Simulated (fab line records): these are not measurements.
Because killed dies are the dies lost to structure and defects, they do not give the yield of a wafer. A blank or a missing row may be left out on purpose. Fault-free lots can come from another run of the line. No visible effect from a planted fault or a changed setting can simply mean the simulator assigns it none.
Matching of chambers ; flow sky130 ; SKY_LI_CONTACT_HDPCVD_00 on hdpcvd-02 has 3 sister chambers
The step deposits PSG, target thk 930 nm, time 155 s. 14 wafers are shown with their chamber, then 7 later ones without.

== WAFERS WITH THEIR CHAMBER ==
wafer;chamber;pressure mtorr (mTorr)
L531.1;1;5.992
L531.5;1;6.000
L531.6;2;5.995
L530.2;1;6.012
L530.3;2;5.993
L530.6;1;6.001
L537.1;1;6.003
L537.3;0;5.984
L537.5;1;6.006
L546.2;1;6.022
L546.4;0;6.000
L546.6;2;6.008
L548.3;0;5.996
L548.4;2;6.004

SIGNATURES (averages over the wafers above)
reading;chamber 0;chamber 1;chamber 2;scatter within a chamber
pressure mtorr;5.99333;6.00514;6.00000;0.00877
Rule: distance of a wafer from a chamber = root of the sum over the readings of ((wafer's reading minus chamber's mean) / reading's scatter) squared. The wafer belongs to the nearest chamber; if the next one is less than 2 further off, it can't be placed. The scatter: take each reading less its chamber's mean, square it, sum over the shown wafers, divide by the number of wafers less the number of chambers, and take the root.

== WAFERS WITHOUT THEIR CHAMBER ==
wafer;pressure mtorr (mTorr)
L548.5;6.016
L549.2;5.985
L549.4;5.995
L549.6;5.995
L551.2;5.995
L551.3;5.982
L551.6;5.993

== EACH ONE'S CHAMBER ==
wafer;from the rows above;in truth
L548.5;can't be placed: 1 or 2 or 0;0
L549.2;can't be placed: 0 or 2 or 1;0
L549.4;can't be placed: 0 or 2 or 1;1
L549.6;can't be placed: 0 or 2 or 1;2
L551.2;can't be placed: 0 or 2 or 1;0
L551.3;can't be placed: 0 or 2 or 1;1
L551.6;can't be placed: 0 or 2 or 1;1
Placed correctly: 0 of 7. Can't be placed from these rows: 7 (the true chamber is among the candidates in 7). Number placed wrongly: 0.
